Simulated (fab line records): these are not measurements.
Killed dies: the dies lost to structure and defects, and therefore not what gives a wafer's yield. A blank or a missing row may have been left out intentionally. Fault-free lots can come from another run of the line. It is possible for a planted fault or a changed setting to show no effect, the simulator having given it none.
fab line records | flow sky130
record: lots: 7 | wafers: 21 | last-day: 50
route steps=708 shown LDD_N@253 LDD_P@255 LDD_HVN@267 LDD_HVP@278
lots that met no fault: from a run of the same line without faults
start-h: hours from the record's first day to the start of the lot's first wafer shown | wait-h: hours elapsed since this lot's preceding step | " the same as in the row above | L1.1+2: one row covering several wafers at once | - no value, or no start was given | * or withheld: withheld | < > ~ a bound
route shown NAME@n: NAME is a module with steps in the file, n the number in the route of the first one | usual: mean/standard deviation taken from wafers without a fault | same: alike in all rows | chamber/n: place in a boat | sites: per-site readings | _std_site: the standard deviation of these | _edge_site: mean of outer sites minus mean of inner sites | radius-mm: for every site, how far away it sits from the centre of the wafer | mask NAME#n: copy n | behind: the last tool/chamber to shape the wafer | hold: why the lot went on hold/how many hours it stayed there/how the hold came to an end | device: the n, p or np transistor that did not switch | end of line: tests of these same wafers at the route's end | a step without rows: its recipe alone | killed: count of dies lost to structure and defects at first sort (not the wafer's yield) | map: per-die view of a wafer (x killed, . not killed, _ where there is no die)
set.NAME: the setting the step ran with; set.NAME@STEP: the setting that earlier step ran with | model.NAME: the simulator's own value behind a step, which no gauge read
lots at selected steps of the route; one table per step, one row per wafer
services: when a tool's chamber went out of use (start-h, in hours from the record's first day, below 0 if earlier), for how many hours, and the reason
== steps ==
step: SKY_LDD_N_STRIP_16
recipe: chemistry: O2/N2 | power-w: 1400 | pressure-mtorr: 1500 | platen-temp-c: withheld | o2-flow-sccm: 3000 | n2-flow-sccm: 300 | overash-fraction: 0.5
usual: chamber-pressure-mTorr: 1500.0/1.3 | drypump-motor-current-A: 5.8/0.64 | oes-product-au: 0.406/0.0044 | strip-time-to-endpoint-s: 4.315/0.012
lot.wafer | tool            | chamber | start-h | wait-h | chamber-pressure-mTorr | drypump-motor-current-A | oes-product-au | rf-hours-counter-h | strip-time-to-endpoint-s
L880.1    | plasma-asher-01 | 0       | 424.46  | 0.1    | 1499.0                 | 5.9                     | 0.410          | 74                 | 4.291
L880.4    | "               | 1       | "       | "      | 1501.8                 | 5.7                     | 0.411          | -                  | 4.324
L880.6    | "               | 0       | "       | "      | 1498.5                 | 5.9                     | 0.401          | -                  | 4.320
L883.2    | plasma-asher-02 | 0       | 450.91  | 0.1    | 1500.7                 | 6.6                     | 0.409          | 32                 | 4.329
L883.4    | "               | 1       | "       | "      | 1500.5                 | 4.9                     | 0.406          | -                  | 4.342
L883.5    | "               | 1       | "       | "      | 1498.6                 | 4.9                     | 0.413          | -                  | 4.333
L895.1    | plasma-asher-02 | 0       | 556.16  | 0.1    | 1501.8                 | 6.6                     | 0.409          | 43                 | 4.302
L895.4    | "               | 0       | "       | "      | 1498.5                 | 6.6                     | 0.413          | -                  | 4.291
L895.6    | "               | 1       | "       | "      | 1501.0                 | 4.8                     | 0.410          | -                  | 4.310
L896.2    | plasma-asher-01 | 1       | 562.94  | 0.1    | 1502.0                 | 5.7                     | 0.398          | 86                 | 4.315
L896.4    | "               | 1       | "       | "      | 1498.9                 | 5.7                     | 0.409          | -                  | 4.306
L896.6    | "               | 1       | "       | "      | 1500.3                 | 5.7                     | 0.406          | -                  | 4.329
L897.1    | plasma-asher-02 | 1       | 575.19  | 0.1    | 1500.3                 | 4.9                     | 0.405          | 45                 | 4.323
L897.2    | "               | 0       | "       | "      | 1499.8                 | 6.6                     | 0.409          | 45                 | 4.310
L897.5    | "               | 0       | "       | "      | 1501.5                 | 6.5                     | 0.402          | -                  | 4.300
L900.3    | plasma-asher-02 | 1       | 592.72  | 0.1    | 1499.6                 | 4.9                     | 0.407          | -                  | 4.304
L900.4    | "               | 0       | "       | "      | 1500.1                 | 6.5                     | 0.414          | -                  | 4.317
L900.6    | "               | 0       | "       | "      | 1500.9                 | 6.5                     | 0.400          | -                  | 4.308
L901.1    | plasma-asher-02 | 0       | 600.59  | 0.1    | 1500.2                 | 6.6                     | 0.402          | 47                 | 4.308
L901.2    | "               | 1       | "       | "      | 1501.7                 | 4.9                     | 0.408          | 47                 | 4.305
L901.4    | "               | 0       | "       | "      | 1499.3                 | 6.6                     | 0.405          | -                  | 4.321
step: SKY_LDD_N_TW_MEAS_17
usual: LDD_N_TW: 2598/20
lot.wafer | tool          | chamber | start-h | wait-h | LDD_N_TW
L880.1    | film-metro-01 | -       | 424.56  | 0.1    | 2603
L880.4    | "             | -       | "       | "      | 2621
L880.6    | "             | -       | "       | "      | 2610
L883.2    | film-metro-03 | -       | 451.02  | 0.1    | 2628
L883.4    | "             | -       | "       | "      | 2608
L883.5    | "             | -       | "       | "      | 2614
L895.1    | film-metro-03 | -       | 556.26  | 0.1    | 2593
L895.4    | "             | -       | "       | "      | 2607
L895.6    | "             | -       | "       | "      | 2595
L896.2    | film-metro-01 | -       | 563.05  | 0.1    | 2611
L896.4    | "             | -       | "       | "      | 2595
L896.6    | "             | -       | "       | "      | 2598
L897.1    | film-metro-01 | -       | 575.29  | 0.1    | 2615
L897.2    | "             | -       | "       | "      | 2629
L897.5    | "             | -       | "       | "      | 2621
L900.3    | film-metro-03 | -       | 592.81  | 0.1    | 2608
L900.4    | "             | -       | "       | "      | 2612
L900.6    | "             | -       | "       | "      | 2604
L901.1    | film-metro-01 | -       | 600.69  | 0.1    | 2608
L901.2    | "             | -       | "       | "      | 2601
L901.4    | "             | -       | "       | "      | 2599
step: SKY_LDD_P_DEHYDRATE_00
recipe: temp-c: 200 | time-s: 60
step: SKY_LDD_P_HMDS_01
recipe: prime-time-s: 60 | prime-temp-c: 120
step: SKY_LDD_P_COAT_02
recipe: resist: NOVOLAK | spin-rpm: 3000 | resist-thk-nm: 1140
step: SKY_LDD_P_SOFTBAKE_03
recipe: temp-c: 90 | time-s: 60 | resist: NOVOLAK
step: SKY_LDD_P_EXPOSE_04
recipe: mask-id: PSDM | na: 0.6 | source-shape: conventional | sigma-outer: 0.6 | polarization: unpolarized | target-cd-nm: 380 | dose-mj: 138
step: SKY_LDD_P_PEB_05
recipe: temp-c: withheld | time-s: * | resist: NOVOLAK
step: SKY_LDD_P_DEVELOP_06
recipe: resist: NOVOLAK | developer: TMAH | develop-time-s: 60 | dev-temp-c: 23
step: SKY_LDD_P_CD_MEAS_07
recipe: target-cd-nm: 380
usual: cd-nm: 380.1/3
lot.wafer | tool      | chamber | start-h | wait-h | cd-nm
L880.1    | cd-sem-02 | -       | 455.97  | 0.1    | 377.8
L880.4    | "         | -       | "       | "      | 378.9
L880.6    | "         | -       | "       | "      | 376.1
L883.2    | cd-sem-01 | -       | 481.79  | 0.1    | 378.6
L883.4    | "         | -       | "       | "      | 379.5
L883.5    | "         | -       | "       | "      | 378.4
L895.1    | cd-sem-02 | -       | 585.84  | 0.1    | 380.0
L895.4    | "         | -       | "       | "      | 379.3
L895.6    | "         | -       | "       | "      | 379.9
L896.2    | cd-sem-01 | -       | 592.42  | 0.1    | 381.1
L896.4    | "         | -       | "       | "      | 379.4
L896.6    | "         | -       | "       | "      | 378.9
L897.1    | cd-sem-01 | -       | 603.97  | 0.1    | 375.0
L897.2    | "         | -       | "       | "      | 378.1
L897.5    | "         | -       | "       | "      | 378.4
L900.3    | cd-sem-01 | -       | 621.14  | 0.1    | 374.0
L900.4    | "         | -       | "       | "      | 376.8
L900.6    | "         | -       | "       | "      | 376.1
L901.1    | cd-sem-01 | -       | 629.04  | 0.1    | 384.7
L901.2    | "         | -       | "       | "      | 383.4
L901.4    | "         | -       | "       | "      | 384.0
step: SKY_LDD_P_OVL_MEAS_08
usual: LDD_P_OVL: -0.1/1.3
lot.wafer | tool       | chamber | start-h | wait-h | LDD_P_OVL[nm]
L880.1    | overlay-02 | -       | 456.09  | 0.1    | 1.2
L880.4    | "          | -       | "       | "      | 1.6
L880.6    | "          | -       | "       | "      | 0.8
L883.2    | overlay-01 | -       | 481.90  | 0.1    | -0.5
L883.4    | "          | -       | "       | "      | -0.6
L883.5    | "          | -       | "       | "      | -1.4
L895.1    | overlay-02 | -       | 585.96  | 0.1    | -1.1
L895.4    | "          | -       | "       | "      | -0.3
L895.6    | "          | -       | "       | "      | 0.9
L896.2    | overlay-02 | -       | 592.53  | 0.1    | 0.4
L896.4    | "          | -       | "       | "      | 2.3
L896.6    | "          | -       | "       | "      | 1.4
L897.1    | overlay-01 | -       | 604.09  | 0.1    | -3.6
L897.2    | "          | -       | "       | "      | -1.9
L897.5    | "          | -       | "       | "      | -1.3
L900.3    | overlay-01 | -       | 621.24  | 0.1    | -0.5
L900.4    | "          | -       | "       | "      | 0.7
L900.6    | "          | -       | "       | "      | 0.8
L901.1    | overlay-02 | -       | 629.16  | 0.1    | -0.4
L901.2    | "          | -       | "       | "      | -1.4
L901.4    | "          | -       | "       | "      | -0.4
step: SKY_LDD_P_IMPLANT_09
recipe: species: BF2 | energy-kev: 25 | dose-cm2: 1e+13 | tilt-deg: withheld
step: SKY_LDD_P_STRIP_10
recipe: chemistry: O2/N2 | power-w: 1400 | pressure-mtorr: 1500 | platen-temp-c: withheld | o2-flow-sccm: 3000 | n2-flow-sccm: 300 | overash-fraction: 0.5
usual: chamber-pressure-mTorr: 1500.0/1.3 | drypump-motor-current-A: 5.9/0.66 | oes-product-au: 0.715/0.0044 | strip-time-to-endpoint-s: 14.19/0.04
lot.wafer | tool            | chamber | start-h | wait-h | chamber-pressure-mTorr | drypump-motor-current-A | oes-product-au | rf-hours-counter-h | strip-time-to-endpoint-s | model.NOVOLAK_of_LDD_P_COAT_02.thk-nm
L880.1    | plasma-asher-02 | 1       | 456.28  | 0.1    | 1499.3                 | 4.9                     | 0.713          | 33                 | 14.29                    | 0
L880.4    | "               | 0       | "       | "      | 1498.1                 | 6.6                     | 0.711          | -                  | 14.26                    | 0
L880.6    | "               | 0       | "       | "      | 1499.8                 | 6.6                     | 0.725          | -                  | 14.26                    | 0
L883.2    | plasma-asher-02 | 0       | 482.08  | 0.1    | 1500.6                 | 6.5                     | 0.717          | 35                 | 14.24                    | 0
L883.4    | "               | 1       | "       | "      | 1500.6                 | 4.8                     | 0.715          | -                  | 14.25                    | 0
L883.5    | "               | 1       | "       | "      | 1501.8                 | 4.9                     | 0.716          | -                  | 14.21                    | 0
L895.1    | plasma-asher-02 | 0       | 586.15  | 0.1    | -                      | -                       | -              | -                  | -                        | 1136
L895.4    | "               | 0       | "       | "      | -                      | -                       | -              | -                  | -                        | 1143
L895.6    | "               | 1       | "       | "      | -                      | -                       | -              | -                  | -                        | 1139
L896.2    | plasma-asher-03 | 1       | 592.71  | 0.1    | -                      | -                       | -              | -                  | -                        | 1140
L896.4    | "               | 1       | "       | "      | -                      | -                       | -              | -                  | -                        | 1140
L896.6    | "               | 0       | "       | "      | -                      | -                       | -              | -                  | -                        | 1138
L897.1    | plasma-asher-02 | 0       | 604.28  | 0.1    | -                      | -                       | -              | -                  | -                        | 1138
L897.2    | "               | 1       | "       | "      | -                      | -                       | -              | -                  | -                        | 1139
L897.5    | "               | 1       | "       | "      | -                      | -                       | -              | -                  | -                        | 1140
L900.3    | plasma-asher-02 | 1       | 621.44  | 0.1    | 1500.9                 | 4.9                     | 0.714          | -                  | 14.23                    | 0
L900.4    | "               | 0       | "       | "      | 1500.1                 | 6.5                     | 0.715          | -                  | 14.21                    | 0
L900.6    | "               | 0       | "       | "      | 1499.6                 | 6.5                     | 0.725          | -                  | 14.15                    | 0
L901.1    | plasma-asher-02 | 0       | 629.35  | 0.1    | 1499.8                 | 6.5                     | 0.719          | 49                 | 14.13                    | 0
L901.2    | "               | 1       | "       | "      | 1498.7                 | 4.9                     | 0.716          | 49                 | 14.13                    | 0
L901.4    | "               | 0       | "       | "      | 1500.6                 | 6.5                     | 0.714          | -                  | 14.14                    | 0
step: SKY_LDD_P_TW_MEAS_11
usual: LDD_P_TW: 643/5.2
lot.wafer | tool          | chamber | start-h | wait-h | LDD_P_TW
L880.1    | film-metro-03 | -       | 456.38  | 0.1    | 641
L880.4    | "             | -       | "       | "      | 640
L880.6    | "             | -       | "       | "      | 643
L883.2    | film-metro-02 | -       | 482.19  | 0.1    | 641
L883.4    | "             | -       | "       | "      | 642
L883.5    | "             | -       | "       | "      | 644
L895.1    | film-metro-02 | -       | 586.25  | 0.1    | 648
L895.4    | "             | -       | "       | "      | 647
L895.6    | "             | -       | "       | "      | 651
L896.2    | film-metro-02 | -       | 592.82  | 0.1    | 648
L896.4    | "             | -       | "       | "      | 650
L896.6    | "             | -       | "       | "      | 652
L897.1    | film-metro-03 | -       | 604.38  | 0.1    | 641
L897.2    | "             | -       | "       | "      | 640
L897.5    | "             | -       | "       | "      | 644
L900.3    | film-metro-02 | -       | 621.53  | 0.1    | 650
L900.4    | "             | -       | "       | "      | 647
L900.6    | "             | -       | "       | "      | 644
L901.1    | film-metro-03 | -       | 629.45  | 0.1    | 642
L901.2    | "             | -       | "       | "      | 642
L901.4    | "             | -       | "       | "      | 640
step: SKY_LDD_HVN_DEHYDRATE_00
recipe: temp-c: 200 | time-s: 60
step: SKY_LDD_HVN_HMDS_01
recipe: prime-time-s: 60 | prime-temp-c: 120
step: SKY_LDD_HVN_COAT_02
recipe: resist: NOVOLAK | spin-rpm: 3000 | resist-thk-nm: 300
step: SKY_LDD_HVN_SOFTBAKE_03
recipe: temp-c: 90 | time-s: 60 | resist: NOVOLAK
step: SKY_LDD_HVN_EXPOSE_04
recipe: mask-id: HVNTM | na: 0.6 | source-shape: conventional | sigma-outer: 0.6 | polarization: unpolarized | target-cd-nm: 700 | dose-mj: 127
step: SKY_LDD_HVN_PEB_05
recipe: temp-c: withheld | time-s: * | resist: NOVOLAK
step: SKY_LDD_HVN_DEVELOP_06
recipe: resist: NOVOLAK | developer: TMAH | develop-time-s: 60 | dev-temp-c: 23
step: SKY_LDD_HVN_OVL_MEAS_07
usual: LDD_HVN_OVL: 0.3/1.1
lot.wafer | tool       | chamber | start-h | wait-h | LDD_HVN_OVL[nm]
L880.1    | overlay-01 | -       | 486.75  | 0.1    | 2.5
L880.4    | "          | -       | "       | "      | 1.1
L880.6    | "          | -       | "       | "      | 0.7
L883.2    | overlay-01 | -       | 512.70  | 0.1    | -0.2
L883.4    | "          | -       | "       | "      | 0.3
L883.5    | "          | -       | "       | "      | -0.3
L895.1    | overlay-02 | -       | 614.76  | 0.1    | -0.5
L895.4    | "          | -       | "       | "      | -0.5
L895.6    | "          | -       | "       | "      | 0.5
L896.2    | overlay-01 | -       | 621.50  | 0.1    | 2.3
L896.4    | "          | -       | "       | "      | 0.5
L896.6    | "          | -       | "       | "      | 0.6
L897.1    | overlay-01 | -       | 633.46  | 0.1    | -1.3
L897.2    | "          | -       | "       | "      | -0.6
L897.5    | "          | -       | "       | "      | -0.9
L900.3    | overlay-02 | -       | 650.35  | 0.1    | 0.7
L900.4    | "          | -       | "       | "      | -0.3
L900.6    | "          | -       | "       | "      | 1.2
L901.1    | overlay-01 | -       | 657.65  | 0.1    | 0.8
L901.2    | "          | -       | "       | "      | -0.1
L901.4    | "          | -       | "       | "      | 0.6
step: SKY_LDD_HVN_IMPLANT_08
recipe: species: P | energy-kev: 60 | dose-cm2: 3e+13 | tilt-deg: 40
step: SKY_LDD_HVN_STRIP_09
recipe: chemistry: O2/N2 | power-w: 1400 | pressure-mtorr: 1500 | platen-temp-c: withheld | o2-flow-sccm: 3000 | n2-flow-sccm: 300 | overash-fraction: 0.5
usual: chamber-pressure-mTorr: 1500.1/1.3 | drypump-motor-current-A: 6.2/0.51 | oes-product-au: 0.408/0.0048 | strip-time-to-endpoint-s: 4.133/0.014
lot.wafer | tool            | chamber | start-h | wait-h | chamber-pressure-mTorr | drypump-motor-current-A | oes-product-au | rf-hours-counter-h | strip-time-to-endpoint-s
L880.1    | plasma-asher-02 | 0       | 486.94  | 0.1    | 1500.0                 | 6.6                     | 0.408          | 36                 | 4.133
L880.4    | "               | 0       | "       | "      | 1500.4                 | 6.5                     | 0.407          | -                  | 4.120
L880.6    | "               | 0       | "       | "      | 1500.5                 | 6.6                     | 0.414          | -                  | 4.118
L883.2    | plasma-asher-04 | 0       | 512.88  | 0.1    | 1500.4                 | 6.5                     | 0.415          | 9                  | 4.156
L883.4    | "               | 1       | "       | "      | 1498.2                 | 6.5                     | 0.406          | -                  | 4.142
L883.5    | "               | 1       | "       | "      | 1499.1                 | 6.4                     | 0.409          | -                  | 4.139
L895.1    | plasma-asher-03 | 0       | 614.94  | 0.1    | 1500.2                 | 6.1                     | 0.719          | 81                 | 21.646
L895.4    | "               | 0       | "       | "      | 1498.8                 | 6.1                     | 0.714          | -                  | 21.800
L895.6    | "               | 1       | "       | "      | 1500.8                 | 6.3                     | 0.723          | -                  | 21.731
L896.2    | plasma-asher-04 | 1       | 621.68  | 0.1    | 1501.2                 | 6.5                     | 0.715          | 20                 | 21.734
L896.4    | "               | 0       | "       | "      | 1501.2                 | 6.5                     | 0.730          | -                  | 21.739
L896.6    | "               | 1       | "       | "      | 1499.3                 | 6.4                     | 0.718          | -                  | 21.694
L897.1    | plasma-asher-03 | 1       | 633.64  | 0.1    | 1500.1                 | 6.3                     | 0.723          | 83                 | 21.710
L897.2    | "               | 0       | "       | "      | 1500.7                 | 6.1                     | 0.715          | 83                 | 21.720
L897.5    | "               | 0       | "       | "      | 1499.4                 | 6.1                     | 0.717          | -                  | 21.755
L900.3    | plasma-asher-02 | 0       | 650.56  | 0.1    | 1499.9                 | 6.6                     | 0.409          | -                  | 4.124
L900.4    | "               | 1       | "       | "      | 1503.0                 | 4.9                     | 0.408          | -                  | 4.143
L900.6    | "               | 0       | "       | "      | 1499.4                 | 6.6                     | 0.410          | -                  | 4.143
L901.1    | plasma-asher-04 | 0       | 657.84  | 0.1    | 1499.4                 | 6.5                     | 0.411          | 23                 | 4.125
L901.2    | "               | 1       | "       | "      | 1501.8                 | 6.4                     | 0.411          | 23                 | 4.132
L901.4    | "               | 0       | "       | "      | 1500.5                 | 6.5                     | 0.404          | -                  | 4.129
step: SKY_LDD_HVN_TW_MEAS_10
usual: LDD_HVN_TW: 1444/12
lot.wafer | tool          | chamber | start-h | wait-h | LDD_HVN_TW
L880.1    | film-metro-04 | -       | 487.04  | 0.1    | 1431
L880.4    | "             | -       | "       | "      | 1434
L880.6    | "             | -       | "       | "      | 1434
L883.2    | film-metro-04 | -       | 512.99  | 0.1    | 1437
L883.4    | "             | -       | "       | "      | 1436
L883.5    | "             | -       | "       | "      | 1433
L895.1    | film-metro-04 | -       | 615.04  | 0.1    | 30
L895.4    | "             | -       | "       | "      | 30
L895.6    | "             | -       | "       | "      | 30
L896.2    | film-metro-01 | -       | 621.79  | 0.1    | 30
L896.4    | "             | -       | "       | "      | 30
L896.6    | "             | -       | "       | "      | 30
L897.1    | film-metro-04 | -       | 633.74  | 0.1    | 30
L897.2    | "             | -       | "       | "      | 30
L897.5    | "             | -       | "       | "      | 30
L900.3    | film-metro-04 | -       | 650.65  | 0.1    | 1441
L900.4    | "             | -       | "       | "      | 1438
L900.6    | "             | -       | "       | "      | 1447
L901.1    | film-metro-04 | -       | 657.96  | 0.1    | 1443
L901.2    | "             | -       | "       | "      | 1440
L901.4    | "             | -       | "       | "      | 1442
step: SKY_LDD_HVP_DEHYDRATE_00
recipe: temp-c: 200 | time-s: 60
== services ==
tool            | chamber | start-h | hours | kind
plasma-asher-04 | -       | 413.98  | 1.1   | repair
plasma-asher-02 | -       | 417.11  | 0.5   | repair
plasma-asher-04 | -       | 421.25  | 9.0   | pm
plasma-asher-04 | 0       | 421.25  | 9.0   | vent-cycle
plasma-asher-04 | 1       | 421.25  | 9.0   | vent-cycle
plasma-asher-04 | 0       | 430.25  | -     | clean
plasma-asher-04 | 1       | 430.25  | -     | clean
plasma-asher-01 | -       | 445.88  | 14.6  | pm
plasma-asher-04 | -       | 586.69  | 2.5   | repair
plasma-asher-02 | -       | 604.89  | 8.3   | repair
plasma-asher-03 | -       | 616.61  | 0.9   | repair
== key ==
first-sign: step: SKY_LDD_P_STRIP_10 | reading: tool-record | direction: missing
effect: step: SKY_LDD_HVN_STRIP_09 | reading: strip-time-to-endpoint-s | direction: up | sigmas: 99+ | usual: * | struck: *
effect: step: SKY_LDD_HVN_TW_MEAS_10 | reading: LDD_HVN_TW | direction: down | sigmas: 99+ | usual: 1444 | struck: 30
model-effect: step: SKY_LDD_P_STRIP_10 | value: NOVOLAK_of_LDD_P_COAT_02.thk-nm | without: 0 | struck: 1139
met-at SKY_LDD_P_STRIP_10
struck-wafers L895.1,L895.4,L895.6,L896.2,L896.4,L896.6,L897.1,L897.2,L897.5
sort-left-out L895.1,L895.4,L895.6,L896.2,L896.4,L896.6,L897.1,L897.2,L897.5
tester-left-out L895,L896,L897
onset-between 482.08 586.15
fault: kind: skipped-step-whole | tool: plasma-asher-02,plasma-asher-03 | chamber: - | onset-h: 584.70 | steps: SKY_LDD_P_STRIP_10 | scope: struck-lots-only
tester-left-out: of these lots the tester's yield and bins aren't shown, on N5 and GAA mostly nor the transistor test; their killed dies are dies lost to structure and defects alone, not to doping, threshold or leakage, so they don't give the yield
sort-left-out: the simulated sort isn't trusted on such a fault, so these wafers' sort isn't shown, and their yield isn't known
